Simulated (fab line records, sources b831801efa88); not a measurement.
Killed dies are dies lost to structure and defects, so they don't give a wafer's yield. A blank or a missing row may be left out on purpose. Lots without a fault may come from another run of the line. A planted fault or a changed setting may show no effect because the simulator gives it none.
fab line records | flow gf180mcu
record lots=7 wafers=21 last_day=34
route steps=602 shown M3@417 V3@429
lots that met no fault: from a run of the same line without faults
start_h: hours from the record's first day to the start of the lot's first wafer shown | wait_h: hours since the lot's step before | " the same as in the row above | L1.1+2: a row that stands for several wafers | - no value, or no start given | * or withheld: withheld | < > ~ a bound
route shown NAME@n: a module of which the file shows steps, and the number in the route of the first | usual: mean/standard deviation of fault-free wafers | same: alike in all rows | chamber/n: place in a boat | sites: the reading at each site | _std_site: their standard deviation | _edge_site: outer sites' mean less inner sites' | radius_mm: how far each site lies from the wafer's centre | mask NAME#n: copy n | behind: the tool/chamber that last shaped the wafer | hold: why the lot was held/for how many hours/how that ended | device: the transistor (n, p or np) that didn't switch | end of line: the same wafers' tests at the end of the route | a step without rows: its recipe alone | killed: dies lost to structure and defects at the first sort, not the wafer's yield | map: a wafer's dies, x killed, . not, _ none there
set.NAME: the setting as run; set.NAME@STEP: as run at that earlier step | model.NAME: the simulator's own value behind a step, which no gauge read
lots at some steps of the route; a table a step, a row a wafer
services: from which hour (start_h, from the record's first day; less than 0 if before it) a tool's chamber was out of use, for how many hours, and why
## steps
# step GF_M3_HMDS_08
# recipe prime_time_s=60 prime_temp_c=120
# step GF_M3_COAT_09
# recipe resist=KrF spin_rpm=withheld resist_thk_nm=1000
# step GF_M3_SOFTBAKE_10
# recipe temp_c=130 time_s=60 resist=KrF
# step GF_M3_EXPOSE_11
# recipe mask_id=Metal3 target_cd_nm=280 na=0.68 source_shape=conventional sigma_outer=0.6 dose_mj=28
# step GF_M3_PEB_12
# recipe peb_temp_c=135 peb_time_s=90 resist=KrF
# step GF_M3_DEVELOP_13
# recipe develop_time_s=60 dev_temp_c=21
# step GF_M3_CD_MEAS_14
# recipe target_cd_nm=280
# usual cd_nm=279.7/1.3
# columns lot.wafer tool chamber start_h wait_h cd_nm
L936.1 cd_sem-02 - 539.86 0.1 279.0
L936.3 " - " " 278.1
L936.4 " - " " 278.4
L938.1 cd_sem-02 - 561.24 0.1 280.2
L938.3 " - " " 278.9
L938.6 " - " " 279.3
L939.3 cd_sem-02 - 573.20 0.1 281.1
L939.5 " - " " 281.5
L939.6 " - " " 281.4
L940.3 cd_sem-01 - 580.93 0.1 279.4
L940.4 " - " " 280.6
L940.5 " - " " 278.8
L948.1 cd_sem-01 - 642.76 0.1 280.6
L948.2 " - " " 279.5
L948.5 " - " " 278.7
L949.1 cd_sem-01 - 653.89 0.1 281.0
L949.4 " - " " 281.5
L949.5 " - " " 280.9
L951.2 cd_sem-02 - 664.50 0.1 281.4
L951.3 " - " " 280.5
L951.5 " - " " 280.7
# step GF_M3_OVL_MEAS_15
# usual M3_OVL=3/6.2
# columns lot.wafer tool chamber start_h wait_h M3_OVL[nm]
L936.1 overlay-02 - 539.98 0.1 10
L936.3 " - " " 4
L936.4 " - " " 3
L938.1 overlay-02 - 561.36 0.1 3
L938.3 " - " " 12
L938.6 " - " " -1
L939.3 overlay-02 - 573.29 0.1 1
L939.5 " - " " -6
L939.6 " - " " 4
L940.3 overlay-01 - 581.02 0.1 4
L940.4 " - " " 3
L940.5 " - " " 2
L948.1 overlay-01 - 642.88 0.1 7
L948.2 " - " " 0
L948.5 " - " " 3
L949.1 overlay-02 - 654.01 0.1 0
L949.4 " - " " 8
L949.5 " - " " -1
L951.2 overlay-02 - 664.61 0.1 4
L951.3 " - " " 0
L951.5 " - " " -1
# step GF_M3_METAL_ETCH_16
# recipe chemistry=Cl2/BCl3 mask_material=KrF target_depth_nm=750.8 stop_on=SiO2 pressure_mtorr=8 icp_w=800 bias_w=140 Cl2_flow_sccm=80 bcl3_flow_sccm=40 time_s=125.1
# usual drypump_motor_current_A=5.8/0.4 oes_product_au=0.988/0.006 throttle_valve_pct=28.233/0.0094
# columns lot.wafer tool chamber start_h wait_h drypump_motor_current_A oes_product_au rf_hours_counter_h throttle_valve_pct
L936.1 rie_metal-04 0 540.02 0.0 6.3 0.992 11 28.235
L936.3 " 1 " " 5.4 0.988 - 28.220
L936.4 " 0 " " 6.3 0.978 - 28.223
L938.1 rie_metal-01 1 561.40 0.0 5.2 0.989 0 28.228
L938.3 " 1 " " 5.2 0.990 - 28.213
L938.6 " 1 " " 5.2 0.990 - 28.221
L939.3 rie_metal-02 0 573.36 0.1 5.8 0.991 - 28.242
L939.5 " 0 " " 5.7 0.993 - 28.234
L939.6 " 1 " " 5.8 0.983 - 28.247
L940.3 rie_metal-04 0 581.13 0.1 6.3 0.995 - 28.213
L940.4 " 0 " " 6.4 0.985 - 28.231
L940.5 " 0 " " 6.3 0.985 - 28.233
L948.1 rie_metal-04 0 642.92 0.0 6.3 0.991 15 28.216
L948.2 " 1 " " 5.4 0.986 3 28.240
L948.5 " 0 " " 6.3 0.992 - 28.239
L949.1 rie_metal-02 1 654.04 0.0 5.8 0.983 9 28.250
L949.4 " 1 " " 5.8 0.986 - 28.252
L949.5 " 1 " " 5.8 0.983 - 28.232
L951.2 rie_metal-02 1 664.64 0.0 5.8 0.979 10 28.235
L951.3 " 0 " " 5.7 0.993 - 28.227
L951.5 " 1 " " 5.8 0.978 - 28.238
# step GF_M3_STRIP_17
# recipe chemistry=O2/N2 power_w=1400 pressure_mtorr=1500 platen_temp_c=250 o2_flow_sccm=3000 n2_flow_sccm=300 overash_fraction=0.5
# usual drypump_motor_current_A=6.0/0.42 heater_power_w=337/17 oes_product_au=0.539/0.0048 strip_time_to_endpoint_s=7.41/0.042
# columns lot.wafer tool chamber start_h wait_h drypump_motor_current_A heater_power_w oes_product_au rf_hours_counter_h strip_time_to_endpoint_s
L936.1 plasma_asher-04 1 540.15 0.1 6.2 364 0.541 88 7.42
L936.3 " 1 " " 6.2 356 0.537 - 7.43
L936.4 " 0 " " 5.5 339 0.542 - 7.43
L938.1 plasma_asher-01 0 561.52 0.1 6.4 331 0.540 14 7.40
L938.3 " 1 " " 5.6 326 0.540 - 7.41
L938.6 " 1 " " 5.6 313 0.526 - 7.37
L939.3 plasma_asher-04 0 573.48 0.1 5.5 341 0.544 - 7.37
L939.5 " 0 " " 5.6 344 0.539 - 7.41
L939.6 " 1 " " 6.2 355 0.537 - 7.44
L940.3 plasma_asher-04 1 581.33 0.2 6.2 354 0.544 - 7.43
L940.4 " 0 " " 5.5 329 0.539 - 7.42
L940.5 " 0 " " 5.5 336 0.547 - 7.45
L948.1 plasma_asher-04 1 643.05 0.1 6.2 361 0.535 98 7.45
L948.2 " 0 " " 5.5 340 0.540 98 7.42
L948.5 " 1 " " 6.2 350 0.539 - 7.38
L949.1 plasma_asher-02 1 654.30 0.2 6.3 353 0.535 54 7.44
L949.4 " 1 " " 6.3 359 0.535 - 7.46
L949.5 " 0 " " 6.8 314 0.534 - 7.41
L951.2 plasma_asher-02 0 664.77 0.1 6.8 317 0.550 56 7.46
L951.3 " 1 " " 6.3 357 0.544 - 7.44
L951.5 " 1 " " 6.3 351 0.535 - 7.46
# step GF_M3_STRIP_18
# recipe chemistry=post_etch_residue_remover time_s=1200 temp_c=72.5
# step GF_M3_CLEAN_19
# recipe chemistry=DIW dry=n2_spin
# step GF_V3_CVD_00
# recipe material=SiO2 target_thk_nm=600 sigma_open_frac=0.3 temp_c=400 time_s=100 sih4_flow_sccm=60 pressure_mtorr=6
# usual sih4_flow_sccm=60.00/0.17
# columns lot.wafer tool chamber start_h wait_h sih4_flow_sccm model.SiO2_of_V3_CVD_00.thk_nm
L936.1 hdpcvd-02 2 540.68 0.0 59.98 599.4
L936.3 " 0 " " 60.07 604.2
L936.4 " 1 " " 60.04 597.5
L938.1 hdpcvd-02 1 562.10 0.0 60.19 602
L938.3 " 2 " " 60.06 602.5
L938.6 " 0 " " 60.00 608
L939.3 hdpcvd-02 0 573.98 0.0 59.94 598.9
L939.5 " 0 " " 60.11 603.7
L939.6 " 1 " " 60.04 602.4
L940.3 hdpcvd-01 2 581.83 0.0 60.19 603.1
L940.4 " 2 " " 60.22 604.6
L940.5 " 0 " " 60.05 613.6
L948.1 hdpcvd-01 1 643.62 0.0 50.82 519.5
L948.2 " 2 " " 50.71 519.3
L948.5 " 2 " " 50.81 514.8
L949.1 hdpcvd-01 0 654.84 0.0 50.67 515.3
L949.4 " 0 " " 50.66 511.3
L949.5 " 1 " " 51.13 508.5
L951.2 hdpcvd-01 1 665.30 0.0 50.80 510.8
L951.3 " 0 " " 51.14 510.3
L951.5 " 0 " " 50.74 513.2
# step GF_V3_THK_MEAS_01
# recipe reads=SiO2_of_V3_CVD_00
# usual V3_CVD_00_THK=601/6.5
# columns lot.wafer tool chamber start_h wait_h V3_CVD_00_THK[nm]
L936.1 film_metro-03 - 540.75 0.0 599
L936.3 " - " " 605
L936.4 " - " " 598
L938.1 film_metro-04 - 562.17 0.0 602
L938.3 " - " " 603
L938.6 " - " " 608
L939.3 film_metro-03 - 574.07 0.1 599
L939.5 " - " " 603
L939.6 " - " " 602
L940.3 film_metro-03 - 581.93 0.1 603
L940.4 " - " " 604
L940.5 " - " " 613
L948.1 film_metro-01 - 643.69 0.0 519
L948.2 " - " " 519
L948.5 " - " " 515
L949.1 film_metro-01 - 654.92 0.0 516
L949.4 " - " " 511
L949.5 " - " " 509
L951.2 film_metro-01 - 665.39 0.0 511
L951.3 " - " " 510
L951.5 " - " " 513
# step GF_V3_CVD_02
# recipe material=SiO2 target_thk_nm=850 precursor=TEOS temp_c=400 time_s=94.851 rf_w=600
# usual heater_power_w=591/110
# columns lot.wafer tool chamber start_h wait_h heater_power_w
L936.1 pecvd-02 0 540.81 0.1 608
L936.3 " 1 " " 407
L936.4 " 0 " " 632
L938.1 pecvd-02 0 562.23 0.1 618
L938.3 " 1 " " 370
L938.6 " 0 " " 640
L939.3 pecvd-02 1 574.11 0.0 438
L939.5 " 2 " " 639
L939.6 " 1 " " 469
L940.3 pecvd-01 2 581.97 0.0 555
L940.4 " 0 " " 565
L940.5 " 2 " " 631
L948.1 pecvd-01 0 643.75 0.1 527
L948.2 " 1 " " 745
L948.5 " 1 " " 616
L949.1 pecvd-02 0 654.98 0.1 597
L949.4 " 0 " " 637
L949.5 " 2 " " 652
L951.2 pecvd-01 2 665.44 0.0 653
L951.3 " 0 " " 448
L951.5 " 2 " " 523
## services
# columns tool chamber start_h hours kind
pecvd-01 - 517.29 2.8 pm
hdpcvd-01 - 539.25 15.0 pm
hdpcvd-01 0 539.25 15.0 vent_cycle
hdpcvd-01 1 539.25 15.0 vent_cycle
hdpcvd-01 2 539.25 15.0 vent_cycle
rie_metal-01 1 541.39 - clean
rie_metal-01 1 541.39 11.6 scheduled_down
rie_metal-01 1 541.39 11.6 vent_cycle
hdpcvd-01 0 554.25 - clean
hdpcvd-01 1 554.25 - clean
hdpcvd-01 2 554.25 - clean
rie_metal-04 1 555.29 29.8 repair
pecvd-02 - 559.26 2.4 repair
rie_metal-04 - 559.86 0.2 repair
rie_metal-04 - 562.67 2.8 pm
hdpcvd-02 - 565.43 2.8 pm
pecvd-02 - 577.24 0.9 repair
rie_metal-02 0 632.70 - clean
rie_metal-02 0 632.70 28.0 scheduled_down
rie_metal-02 0 632.70 28.0 vent_cycle
pecvd-01 - 636.19 1.2 repair
plasma_asher-01 - 642.67 16.8 pm
hdpcvd-02 - 654.14 2.8 repair
hdpcvd-02 - 661.20 6.0 pm
## key
first_sign step=GF_V3_CVD_00 reading=sih4_flow_sccm direction=down sigmas=54 usual=60.00 struck=50.83
effect step=GF_V3_THK_MEAS_01 reading=V3_CVD_00_THK direction=down sigmas=13 usual=601 struck=514
model_effect step=GF_V3_CVD_00 value=SiO2_of_V3_CVD_00.thk_nm without=603.7 struck=513.7
met_at GF_V3_CVD_00
struck_wafers L948.1,L948.2,L948.5,L949.1,L949.4,L949.5,L951.2,L951.3,L951.5
onset_between 581.83 643.62
fault kind=process_parameter_drift tool=hdpcvd-01 chamber=- onset_h=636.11 steps=GF_V3_CVD_00 channel=sih4_flow_sccm offset=-9 shape=step end_h=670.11 acts_in=these_recipes_only stated=60
